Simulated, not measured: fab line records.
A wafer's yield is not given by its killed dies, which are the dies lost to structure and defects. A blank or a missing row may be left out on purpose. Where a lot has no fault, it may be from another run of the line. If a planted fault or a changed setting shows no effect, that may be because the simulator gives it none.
Comparing a struck lot with a sound one / flow gf180mcu / 16 out of 602 route steps
Sound: wafers L704.2, L704.4, L704.6. The struck wafers were L696.2, L696.3, L696.5. At the end, the cause is stated.
At each step with rows: each side's tool, then ch and its chambers, then its first start. Under that, the readings that differ: sound wafers / struck wafers / difference of the means / sigmas: that difference in standard deviations of wafers without a fault.
alike: words and numbers the same on both sides, and readings whose means are apart by under 2 such deviations; not compared: readings that were withheld, readings missing a value for some wafer, numbers with overlapping values and no deviation given by the record, and bounds like >300 which may hide the same value.
The two part at a step that has a row with sigmas, a row that says differs or no value, or rows on one side only. Non-overlapping numbers with no deviation appear without sigmas and do not part them. A reading that every wafer of one side lacks parts them only if that side has two wafers or more.

first, 1 step without rows for these wafers: GF_HV_LDD_IMPLANT_36.
GF_HV_LDD_STRIP_37: strips in O2/N2.
  sound on plasma_asher-01 ch 1, day 17 17:43; struck on plasma_asher-02 ch 1, day 15 06:11
reading=drypump_motor_current_A (A); sound=6.6 6.6 6.6; struck=5.7 5.7 5.7; difference=-0.9; sigmas=-2
  alike: heater_power_w, oes_product_au, strip_time_to_endpoint_s
  not compared: rf_hours_counter_h
GF_HV_LDD_TW_MEAS_38:
  struck on film_metro-02, day 15 06:17; sound on film_metro-02, day 17 17:49
  alike: HV_LDD_3_TW
then, 7 steps without rows for these wafers: GF_HV_LDD_DEHYDRATE_39 (time 60 s); GF_HV_LDD_HMDS_40 (prime time 60 s); GF_HV_LDD_COAT_41 (resist thk 1000 nm); GF_HV_LDD_SOFTBAKE_42 (time 60 s); GF_HV_LDD_EXPOSE_43 (exposes mask Pplus HV AREA, target cd 400 nm); GF_HV_LDD_PEB_44; GF_HV_LDD_DEVELOP_45 (develop time 60 s).
GF_HV_LDD_CD_MEAS_46 targets a cd of 400 nm.
  struck on cd_sem-02, day 16 04:18; sound on cd_sem-01, day 18 17:25
  alike: cd_nm
GF_HV_LDD_OVL_MEAS_47:
  struck on overlay-01, day 16 04:24; sound on overlay-01, day 18 17:32
  alike: HV_LDD_03_OVL
GF_HV_LDD_IMPLANT_48:
  sound on implanter-03 ch 0, day 18 17:35; struck on implanter-01, day 16 04:28
  no value came back on the struck wafers for beam_energy_keV, beam_on_s (s), end_station_pressure_torr (Torr); on the sound wafers beam_energy_keV reads 24.993 25.002 25.000
GF_HV_LDD_STRIP_49: strips in O2/N2.
  sound on plasma_asher-03 ch 1, day 18 17:43; struck on plasma_asher-01 ch 1, day 16 04:35
reading=drypump_motor_current_A (A); sound=5.4 5.4 5.4; struck=6.5 6.5 6.5; difference=+1.1; sigmas=+3
  alike: heater_power_w, oes_product_au, strip_time_to_endpoint_s
  not compared: rf_hours_counter_h
GF_HV_LDD_TW_MEAS_50:
  struck on film_metro-03, day 16 04:41; sound on film_metro-01, day 18 17:49
reading=HV_LDD_4_TW; sound=566 563 566; struck=30 30 30; difference=-535; sigmas=-99 or more
then, 1 step without rows for these wafers: GF_HV_LDD_CLEAN_51 (cleans in SC1/SC2, time 150 s).

== WHERE THEY PART ==
At GF_HV_LDD_STRIP_37 first; at GF_HV_LDD_TW_MEAS_50 last (within this record only).

WHY: whatever the simulator had introduced
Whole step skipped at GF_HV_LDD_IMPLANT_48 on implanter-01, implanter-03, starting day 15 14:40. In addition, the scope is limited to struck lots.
